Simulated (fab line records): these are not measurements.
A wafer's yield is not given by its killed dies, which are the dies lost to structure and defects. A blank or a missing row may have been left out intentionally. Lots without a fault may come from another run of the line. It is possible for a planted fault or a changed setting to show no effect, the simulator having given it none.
Chamber matching | flow gf180mcu | GF_V1_CMP_04 on cmp-01: 4 sister chambers
The step polishes SiO2. 30 wafers are shown with their chamber, then 12 later ones without.

WAFERS WITH THEIR CHAMBER
wafer  | chamber | motor current A (A) | edge zone pressure frac | time to endpoint s (s)
L075.2 | 1       | 11.6                | 0.991                   | 76
L075.4 | 3       | 10.5                | 1.003                   | 85
L075.6 | 0       | 12.7                | 0.999                   | 87
L076.1 | 0       | 12.8                | 0.997                   | 75
L076.3 | 2       | 12.0                | 0.995                   | 78
L076.4 | 1       | 10.9                | 1.001                   | 85
L077.4 | 1       | 12.3                | 1.001                   | 85
L077.5 | 1       | 12.0                | 1.007                   | 82
L077.6 | 2       | 12.2                | 1.001                   | 78
L079.1 | 1       | 11.9                | 1.009                   | 80
L079.4 | 0       | 12.4                | 0.995                   | 75
L079.6 | 3       | 11.2                | 1.003                   | 82
L081.1 | 2       | 12.3                | 1.004                   | 75
L081.3 | 1       | 11.3                | 0.994                   | 75
L081.5 | 1       | 11.5                | 0.996                   | 80
L082.3 | 0       | 13.4                | 1.001                   | 70
L082.4 | 3       | 10.2                | 1.002                   | 74
L082.5 | 0       | 13.2                | 1.000                   | 76
L083.2 | 3       | 10.5                | 1.002                   | 75
L083.4 | 2       | 13.0                | 1.001                   | 78
L083.5 | 2       | 12.6                | 1.002                   | 82
L085.4 | 2       | 12.3                | 0.993                   | 82
L085.5 | 1       | 11.3                | 0.991                   | 88
L085.6 | 2       | 12.9                | 1.001                   | 84
L086.1 | 3       | 10.9                | 1.006                   | 73
L086.3 | 1       | 11.2                | 1.009                   | 73
L086.4 | 0       | 13.0                | 1.002                   | 83
L088.2 | 2       | 11.9                | 0.999                   | 79
L088.5 | 1       | 11.7                | 0.994                   | 80
L088.6 | 0       | 13.6                | 1.001                   | 79

SIGNATURES (averages over the wafers above)
reading                 | chamber 0 | chamber 1 | chamber 2 | chamber 3 | scatter within a chamber
motor current A         | 13.014    | 11.570    | 12.400    | 10.660    | 0.41
edge zone pressure frac | 0.99929   | 0.99930   | 0.99950   | 1.00320   | 0.00481
time to endpoint s      | 77.86     | 80.40     | 79.50     | 77.80     | 4.7
Rule: for a wafer and a chamber, the distance is found by dividing, reading by reading, the gap between the wafer's reading and the chamber's mean by the reading's scatter, squaring, summing and taking the root. If the next closest chamber is less than 2 further off than the closest, the wafer can't be placed; otherwise it belongs to the closest. The scatter: the root of (the sum of the squares of (reading less its chamber's mean) over the shown wafers, divided by (wafers less chambers)).

WAFERS WHOSE CHAMBER IS MISSING
wafer  | motor current A (A) | edge zone pressure frac | time to endpoint s (s)
L092.1 | 13.0                | 1.003                   | 86
L092.2 | 13.2                | 1.005                   | 81
L092.6 | 12.8                | 1.003                   | 87
L091.1 | 11.9                | 1.000                   | 78
L091.2 | 10.5                | 1.003                   | 84
L091.4 | 11.5                | 1.000                   | 81
L094.2 | 11.4                | 1.001                   | 82
L094.3 | 13.7                | 0.996                   | 79
L094.4 | 12.8                | 1.001                   | 87
L096.2 | 12.6                | 0.998                   | 73
L096.3 | 10.9                | 1.003                   | 79
L096.5 | 12.6                | 0.996                   | 88

EACH ONE'S CHAMBER
wafer  | from the rows above          | in truth
L092.1 | can't be placed: 0 or 2 or 1 | 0
L092.2 | can't be placed: 0 or 2      | 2
L092.6 | can't be placed: 2 or 0 or 1 | 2
L091.1 | can't be placed: 1 or 2 or 0 | 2
L091.2 | can't be placed: 3 or 1      | 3
L091.4 | can't be placed: 1 or 2      | 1
L094.2 | can't be placed: 1 or 3 or 2 | 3
L094.3 | can't be placed: 0 or 2      | 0
L094.4 | can't be placed: 2 or 0 or 1 | 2
L096.2 | can't be placed: 0 or 2 or 1 | 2
L096.3 | can't be placed: 3 or 1      | 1
L096.5 | can't be placed: 2 or 0 or 1 | 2
Correctly placed: 0 of 12. Unplaceable from these rows: 12, with the true chamber sitting among the candidates in 12. Number placed wrongly: 0.
